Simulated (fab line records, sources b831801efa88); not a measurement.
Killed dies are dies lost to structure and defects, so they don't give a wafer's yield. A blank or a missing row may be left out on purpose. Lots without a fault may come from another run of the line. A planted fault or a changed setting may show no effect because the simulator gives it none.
One fault seen from 2 desks | flow gf180mcu | each desk has only its own numbers; what lay behind them comes last

THE TOOL OWNER'S DESK: cvd_w-02
The tool's own readings at GF_V1_CVD_23 (deposits W, target thk 350 nm, time 105.05 s): means of the sampled wafers that have a number, for each lot that ran on this tool. A lot is out of limits, marked OUT, if its mean lies more than 4 standard deviations from the usual mean; the brackets give that distance.
Columns: A = heater_power_w at GF_V1_CVD_23, usual 881 W
lot  | first seen here | A
L994 | day 18 02:29    | 868
L999 | day 20 04:29    | 992
L102 | day 21 14:10    | 987
L116 | day 25 20:39    | 868
This desk's finding: nothing out of limits on any of the 4 lots.

THE METROLOGY DESK
What the gauges read, lot by lot, whatever tool the lot ran on: means of the sampled wafers that have a number. A lot is out of limits, marked OUT, if its mean lies more than 4 standard deviations from the usual mean; the brackets give that distance.
Columns: A = cd_nm at GF_V1_CD_MEAS_14, usual 260.3 nm; B = V1_OVL at GF_V1_OVL_MEAS_15, usual -1 nm; C = V1_W_RS at GF_V1_RS_MEAS_24, usual 0.320 ohm/sq; D = V1_W_THK at GF_V1_THK_MEAS_25, usual 363 nm
lot  | first seen here | A     | B  | C     | D
L994 | day 18 01:11    | 260.9 | 4  | 0.314 | 367
L999 | day 20 03:35    | 259.7 | -3 | 0.316 | 363
L102 | day 21 13:15    | 259.8 | -1 | 0.337 | 347
L114 | day 25 09:16    | 261.9 | -2 | 0.326 | 352
L116 | day 25 19:38    | 259.8 | 4  | 0.313 | 371
This desk's finding: nothing out of limits on any of the 5 lots.

PUT TOGETHER
The tool owner's desk saw nothing out of limits.
The metrology desk saw nothing out of limits.

WHAT THE SIMULATOR HAD PUT IN
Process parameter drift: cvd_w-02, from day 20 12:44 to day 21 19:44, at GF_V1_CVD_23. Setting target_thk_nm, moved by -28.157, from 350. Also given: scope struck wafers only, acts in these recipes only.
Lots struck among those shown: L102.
